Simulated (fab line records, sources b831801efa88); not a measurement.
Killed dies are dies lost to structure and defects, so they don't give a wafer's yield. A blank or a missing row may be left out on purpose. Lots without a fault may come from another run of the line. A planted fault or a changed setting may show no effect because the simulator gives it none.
Problem report in the 8D (eight disciplines) form, filled by code | flow gf180mcu | the parts of the form that need people (team, actions taken, sign-off) are left out

1. THE PROBLEM
bias_w at GF_PASSIVATION_ETCH_11 reads a mean of 164.8 W on 6 wafers of 2 lots; wafers without a fault read 150.0 W with a standard deviation of 0.47. That is +31 standard deviations from the usual mean.
The step: etches the open film in CF4/O2, stops on TiN, target depth 2040 nm, time 453.3 s.
First seen on wafer L390.2, day 32 19:21, on rie_diel-03. The record holds 18 wafers of 6 lots with a number at this step. Rule for "out", or "out of limits": more than 4 standard deviations from the usual mean. The other wafers with a number count as sound.

2. WHAT IT IS AND WHAT IT IS NOT
question                    | is                     | is not
which readings at this step | bias_w                 | oes_product_au, throttle_valve_pct
which lots                  | L390, L394             | L377, L381, L397, L398
which wafers of those lots  | all that have a number | -
read on which tools         | rie_diel-03            | rie_diel-01
when                        | from day 32 19:21      | up to then (6 sound wafers); but 6 sound wafers of L397, L398 came after

3. SUSPECTS, AND WHAT RULES EACH OUT
Counting: a tool at a process step up to the reading stays a suspect if it ran every lot that is out and no sound lot after the first of them.
- rie_diel-03 at GF_PASSIVATION_ETCH_11 (etches the open film in CF4/O2, stops on TiN, target depth 2040 nm, time 453.3 s): kept. It ran every lot that is out, first L390 (day 32 19:21), and no sound lot after that; its last sound lot up to then is L377 (day 29 03:21). Its own readings are out on those wafers: bias_w.
Left after counting: rie_diel-03 at GF_PASSIVATION_ETCH_11.

4. THE CAUSE (what the simulator had put in)
Process parameter drift: rie_diel-03, from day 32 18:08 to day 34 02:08, at GF_PASSIVATION_ETCH_11. Setting bias_w, moved by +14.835, from 150. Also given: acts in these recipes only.
Counting left only this tool.

5. THE CHAIN OF EFFECTS, in route order
Each row: a reading whose mean over the struck wafers that have a number lies more than 3 standard deviations from the usual. Only readings for which the record gives a usual standard deviation are gone through. hours: the time from each lot's start at the first step in this table that gives one to its start at this step, as a median over the lots. sigmas: the change in usual standard deviations.
hours | step                   | reading | usual   | on struck wafers | change | sigmas
0     | GF_PASSIVATION_ETCH_11 | bias_w  | 150.0 W | 164.8            | +14.8  | +31
The process steps in it:
- GF_PASSIVATION_ETCH_11: etches the open film in CF4/O2, stops on TiN, target depth 2040 nm, time 453.3 s.

6. WHAT WOULD HAVE CAUGHT IT SOONER
In this record the first reading out of limits was taken at day 32 19:21, 1 hour after the fault began at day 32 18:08.
